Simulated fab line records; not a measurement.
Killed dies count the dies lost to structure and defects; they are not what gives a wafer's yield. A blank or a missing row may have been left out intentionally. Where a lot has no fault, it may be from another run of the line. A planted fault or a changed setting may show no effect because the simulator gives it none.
Tool commonality check + flow sky130 + 14 lots and 42 wafers in the sample

## WHAT PROMPTED THE OPENING
2 of 14 lots carry a flag on the reading LDD_LDN_TW at SKY_LDD_LDN_TW_MEAS_13. Fault-free wafers read 1465, with a standard deviation of 15.
Rule: a lot is flagged in two cases, either no wafer of it has a number, or all its wafers with numbers fall more than 4 standard deviations from that mean. The rest of the lots are taken to be sound.

| lot  | measured     | on            | LDD_LDN_TW, wafer by wafer | flag    |
|------|--------------|---------------|----------------------------|---------|
| L842 | day 24 08:44 | film-metro-01 | 1464 1467 1469             |         |
| L843 | day 24 14:20 | film-metro-02 | 1459 1463 1461             |         |
| L845 | day 25 11:33 | film-metro-03 | 1482 1481 1475             |         |
| L846 | day 25 21:05 | film-metro-01 | 1453 1458 1455             |         |
| L847 | day 26 01:59 | film-metro-02 | 1450 1454 1450             |         |
| L851 | day 28 02:05 | film-metro-01 | 1370 1368 1374             | FLAGGED |
| L853 | day 28 09:35 | film-metro-02 | 1372 1374 1369             | FLAGGED |
| L855 | day 28 21:46 | film-metro-01 | 1448 1459 1450             |         |
| L856 | day 29 14:02 | film-metro-02 | 1443 1452 1457             |         |
| L857 | day 29 17:02 | film-metro-01 | 1446 1446 1452             |         |
| L858 | day 30 00:26 | film-metro-02 | 1456 1454 1454             |         |
| L859 | day 30 08:50 | film-metro-01 | 1485 1491 1488             |         |
| L860 | day 30 19:14 | film-metro-01 | 1477 1489 1491             |         |
| L861 | day 30 23:11 | film-metro-02 | 1459 1460 1457             |         |
On average the flagged lots' numbers are 1371, which is -94 against the usual, or -6 standard deviations.

## LOT BY LOT: THE TOOL USED
The record holds 1 process step before the reading, out of a route of 708 steps. In each cell: the tool, then ch and the chambers that the sampled wafers went through, then the start.
| lot  | flag    | SKY_LDD_LDN_IMPLANT_08          |
|------|---------|---------------------------------|
| L842 |         | implanter-03 ch 0, day 24 08:02 |
| L843 |         | implanter-03 ch 0, day 24 13:38 |
| L845 |         | implanter-01 ch 0, day 25 10:53 |
| L846 |         | implanter-01 ch 0, day 25 20:23 |
| L847 |         | implanter-01 ch 0, day 26 01:18 |
| L851 | FLAGGED | implanter-03 ch 0, day 28 01:23 |
| L853 | FLAGGED | implanter-03 ch 0, day 28 08:55 |
| L855 |         | implanter-02 ch 0, day 28 21:07 |
| L856 |         | implanter-02 ch 0, day 29 13:22 |
| L857 |         | implanter-02 ch 0, day 29 16:22 |
| L858 |         | implanter-02 ch 0, day 29 23:46 |
| L859 |         | implanter-01 ch 0, day 30 08:08 |
| L860 |         | implanter-01 ch 0, day 30 18:34 |
| L861 |         | implanter-02 ch 0, day 30 22:31 |
What is done by these steps:
- SKY_LDD_LDN_IMPLANT_08
- SKY_LDD_LDN_TW_MEAS_13

## FLAGGED OVER TOTAL, TOOL BY TOOL (the gauges that took the reading come last)
| step                   | tool          | lots run | flagged | share of the flagged lots | sound lots run after its first flagged lot |
|------------------------|---------------|----------|---------|---------------------------|--------------------------------------------|
| SKY_LDD_LDN_IMPLANT_08 | implanter-01  | 5        | 0       | none                      | -                                          |
| SKY_LDD_LDN_IMPLANT_08 | implanter-02  | 5        | 0       | none                      | -                                          |
| SKY_LDD_LDN_IMPLANT_08 | implanter-03  | 4        | 2       | all                       | 0                                          |
| SKY_LDD_LDN_TW_MEAS_13 | film-metro-01 | 7        | 1       | some                      | 4 (L855,L857,L859,L860)                    |
| SKY_LDD_LDN_TW_MEAS_13 | film-metro-02 | 6        | 1       | some                      | 3 (L856,L858,L861)                         |
| SKY_LDD_LDN_TW_MEAS_13 | film-metro-03 | 1        | 0       | none                      | -                                          |

## WHAT IS ALLOWED BY THE TABLE
1 row of the table ran every flagged lot: implanter-03 at SKY_LDD_LDN_IMPLANT_08.
- implanter-03 at SKY_LDD_LDN_IMPLANT_08 ran 4 lots, 2 of them flagged. Its last sound lot is L843 (day 24 13:38), its first flagged lot L851 (day 28 01:23): a fault that began between those two fits. Its own readings (dose-ions-cm2, faraday-current-uA) fall more than 4 standard deviations out on all wafers of the flagged lots.
Left over: one tool, implanter-03 at SKY_LDD_LDN_IMPLANT_08.

## WHAT HAD BEEN PUT IN BY THE SIMULATOR
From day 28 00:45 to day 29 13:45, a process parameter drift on implanter-03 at SKY_LDD_LDN_IMPLANT_08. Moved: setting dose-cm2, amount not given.
Shown lots that were struck: L851, L853. The rule above reached the same finding.
